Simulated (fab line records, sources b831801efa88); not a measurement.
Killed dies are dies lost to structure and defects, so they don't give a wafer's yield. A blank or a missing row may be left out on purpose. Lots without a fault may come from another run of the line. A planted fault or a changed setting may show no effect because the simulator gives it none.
Which tool did it? | flow sky130 | 13 lots, 39 wafers sampled, at 5 steps of a route of 708

WHAT THE GAUGES READ, wafer by wafer
SKY_CONTACT_THK_MEAS_01.
lot  | measured     | on            | CONTACT_CVD_00_THK (nm)
L424 | day 32 00:23 | film_metro-01 | 77.0 76.4 77.9
L425 | day 32 05:42 | film_metro-02 | 73.2 76.8 75.3
L426 | day 32 10:51 | film_metro-02 | 72.2 73.1 75.8
L427 | day 32 19:58 | film_metro-02 | 77.4 76.1 77.8
L428 | day 32 20:55 | film_metro-04 | 74.8 76.1 74.4
L434 | day 33 04:52 | film_metro-02 | 74.9 75.4 76.5
L435 | day 33 09:43 | film_metro-01 | 76.0 75.4 76.9
L436 | day 33 10:06 | film_metro-01 | 75.8 75.3 74.8
L438 | day 38 16:05 | film_metro-01 | 75.7 75.0 75.5
L444 | day 39 08:07 | film_metro-02 | 74.1 75.6 76.5
L440 | day 39 10:33 | film_metro-01 | 89.1 73.8 90.7
L445 | day 39 11:40 | film_metro-04 | 76.0 75.3 75.9
L446 | day 39 14:10 | film_metro-04 | 77.0 74.8 76.7

WHICH TOOL RAN EACH LOT (tool, then ch and the chambers of the sampled wafers, then the start)
lot  | SKY_LI_CONTACT_ETCH_14             | SKY_LI_CONTACT_SPUTTER_20    | SKY_LOCAL_INTERCONNECT_STRIP_15      | SKY_CONTACT_CVD_00
L424 | rie_diel-01 ch 1,2,3, day 30 18:18 | pvd_sputter-03, day 30 18:48 | plasma_asher-04 ch 0,1, day 31 23:41 | pecvd-03 ch 1,2, day 32 00:21
L425 | rie_diel-01 ch 0,2,3, day 31 00:15 | pvd_sputter-03, day 31 00:45 | plasma_asher-04 ch 0,1, day 32 04:59 | pecvd-01 ch 0,1,2, day 32 05:40
L426 | rie_diel-02 ch 1,2,3, day 31 04:21 | pvd_sputter-03, day 31 04:52 | plasma_asher-03 ch 0,1, day 32 10:13 | pecvd-01 ch 0,1, day 32 10:49
L427 | rie_diel-02 ch 0,3, day 31 13:33   | pvd_sputter-02, day 31 14:13 | plasma_asher-02 ch 0,1, day 32 19:20 | pecvd-03 ch 0,1,2, day 32 19:56
L428 | rie_diel-04 ch 0,2,3, day 31 15:21 | pvd_sputter-03, day 31 15:52 | plasma_asher-02 ch 1, day 32 20:17   | pecvd-04 ch 1,2, day 32 20:53
L434 | rie_diel-02 ch 1,2,3, day 31 22:46 | pvd_sputter-04, day 31 23:29 | plasma_asher-02 ch 1, day 33 04:14   | pecvd-03 ch 1,2, day 33 04:50
L435 | rie_diel-01 ch 0,2,3, day 32 03:04 | pvd_sputter-04, day 32 03:49 | plasma_asher-04 ch 0,1, day 33 09:05 | pecvd-03 ch 0,1,2, day 33 09:41
L436 | rie_diel-04 ch 1,3, day 32 03:25   | pvd_sputter-03, day 32 04:08 | plasma_asher-04 ch 1, day 33 09:26   | pecvd-04 ch 0,1,2, day 33 10:04
L438 | rie_diel-02 ch 1,2, day 37 10:30   | pvd_sputter-03, day 37 11:01 | plasma_asher-04 ch 0,1, day 38 15:26 | pecvd-03 ch 0,1,2, day 38 16:02
L444 | rie_diel-04 ch 1,2,3, day 38 03:48 | pvd_sputter-04, day 38 04:18 | plasma_asher-03 ch 0,1, day 39 07:29 | pecvd-03 ch 0,1,2, day 39 08:05
L440 | rie_diel-01 ch 0,2,3, day 38 07:07 | pvd_sputter-02, day 38 07:37 | plasma_asher-02 ch 0,1, day 39 09:55 | pecvd-04 ch 0,2, day 39 10:31
L445 | rie_diel-02 ch 0,2,3, day 38 07:57 | pvd_sputter-03, day 38 08:27 | plasma_asher-02 ch 0,1, day 39 11:01 | pecvd-01 ch 0,1,2, day 39 11:38
L446 | rie_diel-01 ch 0,1,2, day 38 10:36 | pvd_sputter-03, day 38 11:06 | plasma_asher-04 ch 0,1, day 39 13:32 | pecvd-03 ch 0,2, day 39 14:08
- SKY_LI_CONTACT_ETCH_14: etches BARC in N2/H2, stops on SiO2, time 45.9 s, target depth 60 nm.
- SKY_LI_CONTACT_SPUTTER_20: material TiN, target thk 20 nm, time 80 s.
- SKY_LOCAL_INTERCONNECT_STRIP_15: strips in O2/N2.
- SKY_CONTACT_CVD_00: deposits Si3N4, target thk 75 nm.

WHAT THE TOOLS THEMSELVES READ (means of the sampled wafers that have a number; where no wafer has one, the mark that the record gives instead)
SKY_LI_CONTACT_ETCH_14.
lot  | tool        | drypump_motor_current_A (A) | oes_product_au (a.u.) | throttle_valve_pct (%)
L424 | rie_diel-01 | 5.4                         | 0.854                 | 13.223
L425 | rie_diel-01 | 5.2                         | 0.850                 | 13.221
L426 | rie_diel-02 | 5.1                         | 0.858                 | 13.224
L427 | rie_diel-02 | 5.1                         | 0.858                 | 13.232
L428 | rie_diel-04 | 6.1                         | 0.858                 | 13.224
L434 | rie_diel-02 | 5.1                         | 0.853                 | 13.231
L435 | rie_diel-01 | 5.2                         | 0.851                 | 13.222
L436 | rie_diel-04 | 6.3                         | 0.859                 | 13.222
L438 | rie_diel-02 | 5.0                         | 0.856                 | 13.225
L444 | rie_diel-04 | 6.5                         | 0.858                 | 13.224
L440 | rie_diel-01 | 5.2                         | 0.856                 | 13.227
L445 | rie_diel-02 | 5.1                         | 0.854                 | 13.230
L446 | rie_diel-01 | 5.5                         | 0.856                 | 13.224

SKY_LI_CONTACT_SPUTTER_20.
lot  | tool           | cathode_dc_power_W (W) | chamber_pressure_pa (Pa) | throttle_valve_pct (%)
L424 | pvd_sputter-03 | 3999.9                 | 5.005                    | 29.9
L425 | pvd_sputter-03 | 3999.7                 | 5.001                    | 29.7
L426 | pvd_sputter-03 | 3998.8                 | 5.001                    | 29.3
L427 | pvd_sputter-02 | 3998.9                 | 5.006                    | 29.9
L428 | pvd_sputter-03 | 3999.9                 | 5.005                    | 29.1
L434 | pvd_sputter-04 | 3999.9                 | 4.998                    | 29.4
L435 | pvd_sputter-04 | 4000.1                 | 5.005                    | 31.6
L436 | pvd_sputter-03 | 3999.7                 | 4.990                    | 29.3
L438 | pvd_sputter-03 | 4000.4                 | 4.989                    | 29.4
L444 | pvd_sputter-04 | 4000.4                 | 5.007                    | 29.7
L440 | pvd_sputter-02 | 3999.9                 | 5.006                    | 30.4
L445 | pvd_sputter-03 | 3999.9                 | 5.003                    | 28.9
L446 | pvd_sputter-03 | 3999.7                 | 4.992                    | 30.0

SKY_LOCAL_INTERCONNECT_STRIP_15.
lot  | tool            | drypump_motor_current_A (A) | oes_product_au (a.u.) | strip_time_to_endpoint_s (s)
L424 | plasma_asher-04 | 5.82                        | 0.429                 | 4.74
L425 | plasma_asher-04 | 5.78                        | 0.423                 | 4.69
L426 | plasma_asher-03 | 5.34                        | 0.428                 | 4.73
L427 | plasma_asher-02 | 5.78                        | 0.427                 | 4.74
L428 | plasma_asher-02 | 5.80                        | 0.430                 | 4.76
L434 | plasma_asher-02 | 5.78                        | 0.429                 | 4.71
L435 | plasma_asher-04 | 5.79                        | 0.425                 | 4.70
L436 | plasma_asher-04 | 5.76                        | 0.424                 | 4.71
L438 | plasma_asher-04 | 5.81                        | 0.424                 | 4.71
L444 | plasma_asher-03 | 5.34                        | 0.429                 | 4.76
L440 | plasma_asher-02 | 5.78                        | 0.425                 | 4.71
L445 | plasma_asher-02 | 5.78                        | 0.431                 | 4.78
L446 | plasma_asher-04 | 5.81                        | 0.433                 | 4.77

SKY_CONTACT_CVD_00.
lot  | tool     | heater_power_w (W)
L424 | pecvd-03 | 700
L425 | pecvd-01 | 614
L426 | pecvd-01 | 674
L427 | pecvd-03 | 690
L428 | pecvd-04 | 716
L434 | pecvd-03 | 805
L435 | pecvd-03 | 719
L436 | pecvd-04 | 721
L438 | pecvd-03 | 685
L444 | pecvd-03 | 725
L440 | pecvd-04 | 725
L445 | pecvd-01 | 594
L446 | pecvd-03 | 707

THE ANSWER, worked out from the rows above alone
Rule: what is usual is taken from the lots themselves. Put in order of their means at a reading, lots are off if they are a third of the lots or fewer, leave a main group of 4 or more, and stand apart from it by a gap of 3 or more times the standard deviation of the main group's means; of several such gaps the widest counts. A main group whose means are all the same, to the digits that the tables above print for the reading, isn't used. A lot without any number at a reading at which 4 lots or more have one is off too. The other lots that the step has rows for count as sound. The gauges are gone through in route order, then the tools' own readings, and for those a lot's mean is taken as printed above. The first step at which some lot is off is used, and at that step the reading that is off furthest; a lot without a number counts as furthest.
Off: L440, at SKY_CONTACT_THK_MEAS_01 (CONTACT_CVD_00_THK). The main group: mean 75.7 nm, standard deviation 0.88.
A tool fits if, at a process step before that reading, it ran every lot that is off, and no sound lot after the first of them. The gauges at SKY_CONTACT_THK_MEAS_01 are tried like those tools. Can't be told from this: 3 tools fit, pvd_sputter-02 at SKY_LI_CONTACT_SPUTTER_20, pecvd-04 at SKY_CONTACT_CVD_00, film_metro-01 at SKY_CONTACT_THK_MEAS_01.

WHAT THE SIMULATOR HAD PUT IN
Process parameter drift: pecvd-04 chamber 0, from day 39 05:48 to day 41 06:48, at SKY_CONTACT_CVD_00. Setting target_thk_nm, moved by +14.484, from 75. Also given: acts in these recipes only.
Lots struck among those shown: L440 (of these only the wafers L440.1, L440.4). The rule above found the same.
